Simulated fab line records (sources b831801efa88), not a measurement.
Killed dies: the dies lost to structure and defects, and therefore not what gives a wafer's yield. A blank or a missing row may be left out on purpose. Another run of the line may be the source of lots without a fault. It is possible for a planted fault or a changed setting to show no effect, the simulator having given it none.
fab line records    flow gf180mcu
record: lots: 15  wafers: 45  last_day: 35
route steps=602 shown M1@331 V1@347
lots untouched by any fault: they come from a run of this same line in which no faults occurred
start_h: the number of hours between the record's first day and the start of the first shown wafer of the lot    wait_h: time in hours since the lot's previous step    " identical to the entry in the row above    L1.1+2: one row covering several wafers at once    - no value present, or no start provided    * or withheld: withheld    < > ~ a bound
route shown NAME@n: a module of which the file shows steps, and the number in the route of the first    usual: the fault-free wafers' mean and standard deviation    same: alike in all rows    chamber/n: place in a boat    sites: readings site by site    _std_site: their standard deviation    _edge_site: inner sites' mean taken away from outer sites' mean    radius_mm: how far each site lies from the wafer's centre    mask NAME#n: copy n    behind: the tool/chamber that last shaped the wafer    hold: cause of the lot's hold/its duration in hours/its outcome    device: whichever transistor did not switch (one of n, p or np)    end of line: at the end of the route, the tests of the same wafers    a step without rows: its recipe alone    killed: the dies lost at the first sort to structure and to defects; this is not the yield of the wafer    map: per-die view of a wafer (x killed, . not killed, _ where there is no die)
set.NAME: the setting that was run; set.NAME@STEP: the one run at that earlier step    model.NAME: the simulator's own value behind a step, which no gauge read
route steps across a sampled set of lots; one table per step, one row per wafer
services: the hour from which a tool's chamber was out of use, counted from the record's first day as start_h (under 0 if before that day), plus the number of hours and why
== steps ==
step: GF_M1_METAL_ETCH_16
recipe: chemistry: Cl2/BCl3  mask_material: KrF  target_depth_nm: 750.8  stop_on: SiO2  pressure_mtorr: 8  icp_w: 800  bias_w: 140  Cl2_flow_sccm: 80  bcl3_flow_sccm: 40  time_s: 125.1
usual: drypump_motor_current_A: 5.85/0.22  he_backside_leak_sccm: 3.4/0.41  oes_product_au: 0.995/0.0049  throttle_valve_pct: 28.225/0.0092
lot.wafer  tool          chamber  start_h  wait_h  drypump_motor_current_A  he_backside_leak_sccm  oes_product_au  rf_hours_counter_h  throttle_valve_pct
L853.2     rie_metal-02  0        389.61   0.0     5.93                     6.4                    0.988           7                   28.229
L853.4     "             0        "        "       5.93                     6.7                    0.992           -                   28.228
L853.6     "             1        "        "       5.97                     3.5                    0.988           -                   28.233
L855.1     rie_metal-02  0        412.86   0.0     5.93                     3.4                    0.988           8                   28.227
L855.3     "             0        "        "       5.93                     3.5                    0.998           -                   28.225
L855.6     "             0        "        "       5.94                     3.4                    0.999           -                   28.222
L856.3     rie_metal-02  1        427.77   0.1     6.02                     3.5                    0.985           -                   28.220
L856.4     "             0        "        "       5.91                     3.6                    0.993           -                   28.230
L856.5     "             1        "        "       6.01                     3.5                    0.995           -                   28.226
L857.1     rie_metal-04  1        435.01   0.0     5.82                     3.3                    0.995           4                   28.230
L857.2     "             0        "        "       5.67                     3.3                    0.997           2                   28.213
L857.5     "             0        "        "       5.67                     3.2                    0.993           -                   28.228
L858.1     rie_metal-02  0        450.78   0.0     5.95                     3.5                    0.996           9                   28.228
L858.5     "             0        "        "       5.92                     3.4                    0.999           -                   28.216
L858.6     "             0        "        "       5.93                     3.4                    1.004           -                   28.226
L859.1     rie_metal-04  0        461.06   0.0     5.67                     3.3                    1.001           3                   28.242
L859.2     "             1        "        "       5.78                     3.3                    0.982           5                   28.226
L859.6     "             1        "        "       5.81                     3.2                    0.989           -                   28.231
L860.1     rie_metal-04  1        478.63   0.0     5.75                     3.3                    0.999           5                   28.222
L860.2     "             0        "        "       5.68                     3.3                    0.997           3                   28.222
L860.4     "             1        "        "       5.76                     3.4                    1.001           -                   28.210
L861.1     rie_metal-03  1        479.06   0.0     5.59                     3.1                    0.996           7                   28.220
L861.2     "             0        "        "       6.32                     3.3                    1.004           11                  28.247
L861.6     "             1        "        "       5.57                     3.1                    0.995           -                   28.211
L862.1     rie_metal-03  1        482.93   0.0     5.58                     3.1                    0.991           7                   28.208
L862.4     "             0        "        "       6.31                     3.2                    1.003           -                   28.232
L862.6     "             1        "        "       5.61                     3.1                    0.993           -                   28.214
L865.1     rie_metal-04  1        501.33   0.0     5.81                     3.3                    0.990           6                   28.230
L865.4     "             1        "        "       5.77                     3.4                    0.992           -                   28.228
L865.5     "             1        "        "       5.75                     3.4                    0.985           -                   28.230
L866.3     rie_metal-04  0        513.32   0.1     5.69                     3.3                    0.992           -                   28.232
L866.4     "             1        "        "       5.75                     3.3                    0.992           -                   28.216
L866.6     "             0        "        "       5.67                     3.3                    1.001           -                   28.205
L868.2     rie_metal-04  1        535.16   0.0     5.76                     3.4                    0.998           6                   28.222
L868.5     "             0        "        "       5.65                     3.3                    0.994           -                   28.218
L868.6     "             1        "        "       5.79                     3.3                    0.992           -                   28.220
L869.1     rie_metal-02  0        537.67   0.0     5.93                     3.4                    0.993           11                  28.229
L869.2     "             1        "        "       5.98                     3.4                    0.993           6                   28.218
L869.3     "             0        "        "       5.91                     3.5                    0.989           -                   28.233
L870.3     rie_metal-04  1        544.42   0.1     5.79                     3.5                    0.992           -                   28.233
L870.4     "             0        "        "       5.65                     3.2                    0.997           -                   28.231
L870.5     "             0        "        "       5.69                     3.2                    0.987           -                   28.236
L876.2     rie_metal-03  1        590.36   0.0     5.60                     3.0                    0.992           10                  28.214
L876.4     "             0        "        "       6.32                     3.1                    1.003           -                   28.239
L876.6     "             0        "        "       6.31                     3.1                    0.998           -                   28.209
step: GF_M1_STRIP_17
recipe: chemistry: O2/N2  power_w: 1400  pressure_mtorr: 1500  platen_temp_c: 250  o2_flow_sccm: 3000  n2_flow_sccm: 300  overash_fraction: 0.5
usual: drypump_motor_current_A: 6.1/0.38  heater_power_w: 325/37  oes_product_au: 0.535/0.0049  strip_time_to_endpoint_s: 7.32/0.043
lot.wafer  tool             chamber  start_h  wait_h  drypump_motor_current_A  heater_power_w  oes_product_au  rf_hours_counter_h  strip_time_to_endpoint_s
L853.2     plasma_asher-04  1        389.74   0.1     6.3                      329             0.534           58                  7.30
L853.4     "                0        "        "       5.8                      347             0.536           -                   7.29
L853.6     "                0        "        "       5.7                      358             0.536           -                   7.35
L855.1     plasma_asher-03  0        412.99   0.1     6.6                      305             0.533           81                  7.33
L855.3     "                0        "        "       6.6                      302             0.530           -                   7.32
L855.6     "                0        "        "       6.6                      304             0.530           -                   7.32
L856.3     plasma_asher-02  1        427.89   0.1     6.5                      283             0.535           -                   7.35
L856.4     "                0        "        "       5.8                      311             0.528           -                   7.33
L856.5     "                0        "        "       5.8                      311             0.534           -                   7.35
L857.1     plasma_asher-04  0        435.14   0.1     5.7                      362             0.534           63                  7.31
L857.2     "                1        "        "       6.3                      341             0.535           63                  7.26
L857.5     "                0        "        "       5.7                      354             0.533           -                   7.30
L858.1     plasma_asher-03  0        451.03   0.2     6.6                      279             0.538           3                   7.35
L858.5     "                0        "        "       6.6                      282             0.528           -                   7.34
L858.6     "                1        "        "       5.7                      375             0.534           -                   7.33
L859.1     plasma_asher-04  0        461.19   0.1     5.7                      354             0.536           66                  7.33
L859.2     "                1        "        "       6.2                      342             0.539           66                  7.38
L859.6     "                1        "        "       6.2                      336             0.545           -                   7.43
L860.1     plasma_asher-03  0        478.76   0.1     6.6                      288             0.535           6                   7.29
L860.2     "                1        "        "       5.7                      381             0.525           6                   7.25
L860.4     "                0        "        "       6.6                      290             0.524           -                   7.30
L861.1     plasma_asher-04  0        479.19   0.1     5.8                      352             0.543           68                  7.30
L861.2     "                1        "        "       6.3                      333             0.531           68                  7.29
L861.6     "                0        "        "       5.7                      347             0.533           -                   7.32
L862.1     plasma_asher-04  1        483.06   0.1     6.2                      327             0.533           69                  7.30
L862.4     "                1        "        "       6.3                      324             0.529           -                   7.25
L862.6     "                0        "        "       5.7                      357             0.529           -                   7.31
L865.1     plasma_asher-02  0        501.45   0.1     5.8                      303             0.536           88                  7.35
L865.4     "                1        "        "       6.5                      282             0.538           -                   7.34
L865.5     "                1        "        "       6.5                      280             0.542           -                   7.38
L866.3     plasma_asher-02  0        513.44   0.1     5.8                      314             0.529           -                   7.36
L866.4     "                1        "        "       6.5                      284             0.536           -                   7.33
L866.6     "                1        "        "       6.5                      281             0.534           -                   7.36
L868.2     plasma_asher-03  1        535.29   0.1     5.7                      373             0.537           12                  7.30
L868.5     "                1        "        "       5.7                      358             0.532           -                   7.27
L868.6     "                0        "        "       6.6                      290             0.533           -                   7.33
L869.1     plasma_asher-03  0        537.80   0.1     6.6                      289             0.529           13                  7.37
L869.2     "                1        "        "       5.7                      369             0.536           13                  7.35
L869.3     "                0        "        "       6.6                      281             0.532           -                   7.39
L870.3     plasma_asher-03  0        544.54   0.1     6.6                      281             0.543           -                   7.35
L870.4     "                1        "        "       5.6                      371             0.525           -                   7.33
L870.5     "                1        "        "       5.6                      373             0.532           -                   7.30
L876.2     plasma_asher-03  0        590.49   0.1     6.6                      286             0.538           19                  7.31
L876.4     "                0        "        "       6.6                      287             0.530           -                   7.30
L876.6     "                1        "        "       5.6                      389             0.536           -                   7.29
step: GF_V1_PEB_12
recipe: peb_temp_c: 135  peb_time_s: 90  resist: KrF
usual: chill_plate_temp_C: 23.00/0.1  exhaust_pa: 44.9/0.93
lot.wafer  tool            chamber  start_h  wait_h  chill_plate_temp_C  exhaust_pa
L853.2     litho_track-04  0        415.19   -       23.06               41.8
L853.4     "               0        "        "       22.89               44.3
L853.6     "               0        "        "       23.08               44.0
L855.1     litho_track-03  0        437.52   -       23.06               44.5
L855.3     "               0        "        "       23.10               43.1
L855.6     "               0        "        "       23.04               44.4
L856.3     litho_track-04  0        454.02   -       23.11               45.2
L856.4     "               0        "        "       23.06               44.7
L856.5     "               0        "        "       23.06               45.2
L857.1     litho_track-03  0        460.72   -       22.92               45.4
L857.2     "               0        "        "       22.89               44.2
L857.5     "               0        "        "       22.91               45.0
L858.1     litho_track-04  0        476.15   -       23.23               45.7
L858.5     "               0        "        "       22.96               44.9
L858.6     "               0        "        "       23.08               43.8
L859.1     litho_track-02  0        485.96   -       22.99               44.2
L859.2     "               0        "        "       22.98               44.0
L859.6     "               0        "        "       23.13               44.2
L860.1     litho_track-02  0        504.46   -       23.05               45.9
L860.2     "               0        "        "       23.16               45.5
L860.4     "               0        "        "       22.93               45.2
L861.1     litho_track-04  0        504.50   -       23.06               45.8
L861.2     "               0        "        "       22.99               45.3
L861.6     "               0        "        "       22.85               46.5
L862.1     litho_track-02  0        508.16   -       23.06               45.0
L862.4     "               0        "        "       23.11               44.6
L862.6     "               0        "        "       23.09               44.1
L865.1     litho_track-03  0        525.62   -       22.85               45.3
L865.4     "               0        "        "       23.04               45.0
L865.5     "               0        "        "       22.97               43.4
L866.3     litho_track-03  0        537.44   -       23.02               43.8
L866.4     "               0        "        "       23.03               46.0
L866.6     "               0        "        "       23.17               44.3
L868.2     litho_track-04  -        559.33   -       -                   -
L868.5     "               -        "        "       -                   -
L868.6     "               -        "        "       -                   -
L869.1     litho_track-02  -        560.86   -       -                   -
L869.2     "               -        "        "       -                   -
L869.3     "               -        "        "       -                   -
L870.3     litho_track-04  -        568.37   -       -                   -
L870.4     "               -        "        "       -                   -
L870.5     "               -        "        "       -                   -
L876.2     litho_track-03  0        612.70   -       22.90               45.1
L876.4     "               0        "        "       23.12               45.6
L876.6     "               0        "        "       23.07               45.0
step: GF_V1_OVL_MEAS_15
usual: V1_OVL: -1/5.4
lot.wafer  tool        chamber  start_h  wait_h  V1_OVL[nm]
L853.2     overlay-01  -        415.66   0.1     0
L853.4     "           -        "        "       -1
L853.6     "           -        "        "       -8
L855.1     overlay-02  -        437.99   0.1     9
L855.3     "           -        "        "       -4
L855.6     "           -        "        "       2
L856.3     overlay-02  -        454.43   0.1     -8
L856.4     "           -        "        "       -5
L856.5     "           -        "        "       -9
L857.1     overlay-01  -        461.19   0.1     -6
L857.2     "           -        "        "       -6
L857.5     "           -        "        "       -4
L858.1     overlay-01  -        476.62   0.1     2
L858.5     "           -        "        "       6
L858.6     "           -        "        "       -3
L859.1     overlay-01  -        486.43   0.1     3
L859.2     "           -        "        "       2
L859.6     "           -        "        "       -3
L860.1     overlay-01  -        504.96   0.1     -3
L860.2     "           -        "        "       -4
L860.4     "           -        "        "       -5
L861.1     overlay-02  -        504.97   0.1     8
L861.2     "           -        "        "       9
L861.6     "           -        "        "       6
L862.1     overlay-02  -        508.63   0.1     -12
L862.4     "           -        "        "       -5
L862.6     "           -        "        "       -7
L865.1     overlay-01  -        526.09   0.1     1
L865.4     "           -        "        "       -4
L865.5     "           -        "        "       -5
L866.3     overlay-02  -        537.85   0.1     2
L866.4     "           -        "        "       0
L866.6     "           -        "        "       12
L868.2     overlay-01  -        559.78   0.1     -
L868.5     "           -        "        "       -
L868.6     "           -        "        "       -
L869.1     overlay-02  -        561.44   0.1     -
L869.2     "           -        "        "       -
L869.3     "           -        "        "       -
L870.3     overlay-02  -        568.78   0.1     -
L870.4     "           -        "        "       -
L870.5     "           -        "        "       -
L876.2     overlay-02  -        613.14   0.1     -11
L876.4     "           -        "        "       -5
L876.6     "           -        "        "       -3
== services ==
tool             chamber  start_h  hours  kind
plasma_asher-02  -        388.55   2.8    pm
plasma_asher-03  -        391.06   4.4    repair
plasma_asher-03  -        421.25   9.0    pm
plasma_asher-03  0        421.25   9.0    vent_cycle
plasma_asher-03  1        421.25   9.0    vent_cycle
plasma_asher-03  0        430.25   -      clean
plasma_asher-03  1        430.25   -      clean
plasma_asher-02  -        430.89   1.8    repair
rie_metal-03     -        438.93   0.7    repair
rie_metal-02     1        439.92   14.7   repair
plasma_asher-03  -        445.27   0.4    repair
rie_metal-03     1        446.08   22.7   repair
plasma_asher-03  -        474.20   2.5    repair
plasma_asher-04  -        534.54   14.6   pm
plasma_asher-02  -        544.10   4.6    repair
rie_metal-02     -        606.44   0.5    repair
== key ==
first_sign: step: GF_V1_PEB_12  reading: tool_record  direction: missing
effect none on later readings
met_at GF_V1_PEB_12
struck_lots L868,L869,L870
later_rows_left_out L868.2,L868.5,L868.6,L869.1,L869.2,L869.3,L870.3,L870.4,L870.5
sort_left_out L868.2,L868.5,L868.6,L869.1,L869.2,L869.3,L870.3,L870.4,L870.5
not_acting_at GF_M1_METAL_ETCH_16,GF_M1_STRIP_17,GF_V1_OVL_MEAS_15
onset_between 508.16 559.33
fault: kind: skipped_step_whole  tool: litho_track-02,litho_track-04  chamber: -  onset_h: 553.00  steps: GF_V1_PEB_12  scope: struck_lots_only
sort_left_out: the simulated sort isn't trusted on such a fault, so these wafers' sort isn't shown, and their yield isn't known
later_rows_left_out: the simulator's readings of these wafers behind a module that went badly wrong aren't trusted and aren't shown, but for the sort
